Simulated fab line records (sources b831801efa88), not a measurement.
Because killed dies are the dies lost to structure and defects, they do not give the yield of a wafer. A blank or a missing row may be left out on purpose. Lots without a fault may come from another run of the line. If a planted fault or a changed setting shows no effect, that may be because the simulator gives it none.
Comparing a struck lot with a sound one / flow sky130 / 36 out of 708 route steps
Sound: these wafers, L678.3, L678.4, L678.6. Struck: wafers L685.4, L685.5, L685.6. At the end, the cause is stated.
At each step with rows: each side's tool, then ch and its chambers, then its first start. Under that, the readings that differ: sound wafers / struck wafers / difference of the means / sigmas: that difference in standard deviations of wafers without a fault.
alike: a reading whose means differ by less than 2 such deviations, as well as words and numbers matching on both sides. not compared: withheld readings; readings where some wafer has no value; bounds like >300 that might hide an equal value; numbers whose values overlap and for which the record gives no deviation.
A row with sigmas, a row that says differs or no value, or rows on one side alone: a step with any of these is where the two part. When numbers do not overlap yet have no deviation, they are printed without sigmas and do not part them. A reading that every wafer of one side lacks parts them only if that side has two wafers or more.

first, 10 steps without rows for these wafers: SKY_GATE_OXIDE_COAT_05 (resist thk 1140 nm); SKY_GATE_OXIDE_SOFTBAKE_06 (time 60 s); SKY_GATE_OXIDE_EXPOSE_07 (exposes mask LVOM, target cd 600 nm); SKY_GATE_OXIDE_PEB_08; SKY_GATE_OXIDE_DEVELOP_09 (develop time 60 s); SKY_GATE_OXIDE_IMPLANT_11; SKY_GATE_OXIDE_WET_ETCH_12 (etches SiO2 in dHF, target depth 16.8 nm, time 336 s); SKY_GATE_OXIDE_STRIP_13 (strips in O2/N2); SKY_GATE_OXIDE_CLEAN_15 (cleans in SC1/SC2, time 153.5 s); SKY_GATE_OXIDE_OXIDATION_16 (stabilise 600 s, purge 300 s, target thk 3.57 nm).
SKY_POLY_GATE_CVD_00: deposits poly-Si, target thk 180 nm, time 720 s.
  sound on lpcvd-01 ch 0, day 17 13:56; struck on lpcvd-01 ch 1, day 20 04:28
reading=spike_tc_centre_C (C); sound=620.5 621.7 620.9; struck=599.0 599.2 596.4; difference=-22.8; sigmas=-23
reading=spike_tc_upper_C (C); sound=620.9 621.4 620.5; struck=624.6 622.4 624.8; difference=+3.0; sigmas=+3
reading=zone_power_centre_pct (%); sound=8.9 9.0 9.1; struck=4.7 4.7 4.6; difference=-4.3; sigmas=-8
reading=model.poly-Si_of_POLY_GATE_CVD_00.thk_nm (nm); sound=178.9 179.7 178.5; struck=142.7 143.2 147.7; difference=-34.5; sigmas=
  alike: spike_tc_top_C, zone_power_lower_pct, zone_power_top_pct, zone_power_upper_pct
SKY_POLY_GATE_THK_MEAS_01:
  struck on film_metro-01, day 20 05:42; sound on film_metro-03, day 17 15:46
reading=POLY_GATE_CVD_00_THK (nm); sound=178.8 179.7 178.6; struck=142.8 143.3 147.7; difference=-34.4; sigmas=-20
then, 9 steps without rows for these wafers: SKY_RES_PROTECT_DEHYDRATE_00 (time 60 s); SKY_RES_PROTECT_HMDS_01 (prime time 60 s); SKY_RES_PROTECT_COAT_02 (resist thk 1140 nm); SKY_RES_PROTECT_SOFTBAKE_03 (time 60 s); SKY_RES_PROTECT_EXPOSE_04 (exposes mask RPM, target cd 1270 nm); SKY_RES_PROTECT_PEB_05; SKY_RES_PROTECT_DEVELOP_06 (develop time 60 s); SKY_POLY_GATE_IMPLANT_02; SKY_RES_PROTECT_STRIP_07 (strips in O2/N2).
SKY_RES_PROTECT_CLEAN_09: cleans in SC1/SC2, time 150 s.
  sound on wet_bench-02 ch 0, day 18 21:43; struck on wet_bench-04 ch 3, day 21 12:15
reading=model.poly-Si_of_POLY_GATE_CVD_00.thk_nm (nm); sound=178.3 179.1 177.9; struck=142.1 142.6 147.1; difference=-34.5; sigmas=
then, 11 steps without rows for these wafers: SKY_POLY_GATE_CVD_03 (deposits Si3N4 from DCS/NH3, target thk 75 nm, time 1290 s); SKY_POLY_GATE_DEHYDRATE_05 (time 60 s); SKY_POLY_GATE_HMDS_06 (prime time 60 s); SKY_POLY_GATE_COAT_07 (resist thk 110 nm); SKY_POLY_GATE_COAT_08 (resist thk 450 nm); SKY_POLY_GATE_SOFTBAKE_09 (time 90 s); SKY_POLY_GATE_EXPOSE_10 (exposes mask P1M, target cd 150 nm); SKY_POLY_GATE_PEB_11; SKY_POLY_GATE_DEVELOP_12 (develop time 60 s); SKY_POLY_GATE_ETCH_15 (etches BARC in N2/H2, stops on SiO2, time 118.5 s, target depth 110 nm); SKY_POLY_GATE_ETCH_16 (etches Si3N4 in CH3F/O2, stops on poly-Si, time 147.5 s, target depth 75 nm).
SKY_POLY_GATE_ETCH_17: etches poly-Si in HBr/Cl2, stops on SiO2, target depth 180 nm, time 70.5 s.
  sound on rie_si-02 ch 0,1,3, day 20 08:11; struck on rie_si-01 ch 0,1,3, day 22 20:21
reading=oes_product_au (a.u.); sound=0.978 0.981 0.983; struck=0.857 0.849 0.871; difference=-0.122; sigmas=-14
reading=model.POLY_GATE.feature_depth_nm (nm); sound=178.3 179.1 177.9; struck=142.1 142.6 147.1; difference=-34.5; sigmas=
reading=model.etch.depth_nm (nm); sound=178.3 179.1 177.9; struck=142.1 142.6 147.1; difference=-34.5; sigmas=
  alike: drypump_motor_current_A, throttle_valve_pct
  not compared: rf_hours_counter_h
then, 1 step without rows for these wafers: SKY_POLY_GATE_STRIP_18 (strips in O2/N2).
-- record jumps: 27 days separate the struck wafers' starts on either side; left off in module POLY_GATE, taken up again in module PAD_OPEN, whose first shown step is the route's number 708 --
SKY_PAD_OPEN_PROBE_99:
  struck on prober-02, day 49 21:49; sound on prober-02, day 48 13:08
reading=killed_at_contacts; sound=22 19 20; struck=25 28 41; difference=+11; sigmas=+2
reading=killed_open; sound=43 33 40; struck=46 56 62; difference=+16; sigmas=+2
reading=model.etest.res_high_po.line_ohm_um; sound=750.3 756.7 733.4; struck=909 909.4 900.9; difference=+160; sigmas=
reading=model.etest.res_poly.line_ohm_um; sound=508.7 522.6 493; struck=638.1 620.8 611.9; difference=+115.5; sigmas=
reading=model.etest.res_high_po.rs_ohm_sq; sound=261.4 265.3 256.4; struck=313.8 313.7 311.3; difference=+51.9; sigmas=
reading=model.etest.res_poly.rs_ohm_sq; sound=48.31 48.45 48.25; struck=58.9 59.42 57.96; difference=+10.4; sigmas=
reading=model.etest.cap_li_to_poly.c_af_um2; sound=96.16 95.03 95.1; struck=87.8 91.86 88.97; difference=-5.9; sigmas=
  alike: killed_at_M0_to_M3, killed_at_M4_up, killed_at_front_end, killed_at_other, killed_dies, killed_short
  not compared: model.etest.tip_sonos.rs_ohm_sq

WHERE THEY PART
Earliest at SKY_POLY_GATE_CVD_00; latest, in this record, at SKY_PAD_OPEN_PROBE_99.

WHY: what had been put in by the simulator
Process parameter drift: lpcvd-01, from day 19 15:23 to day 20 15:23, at SKY_POLY_GATE_CVD_00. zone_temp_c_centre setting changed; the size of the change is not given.
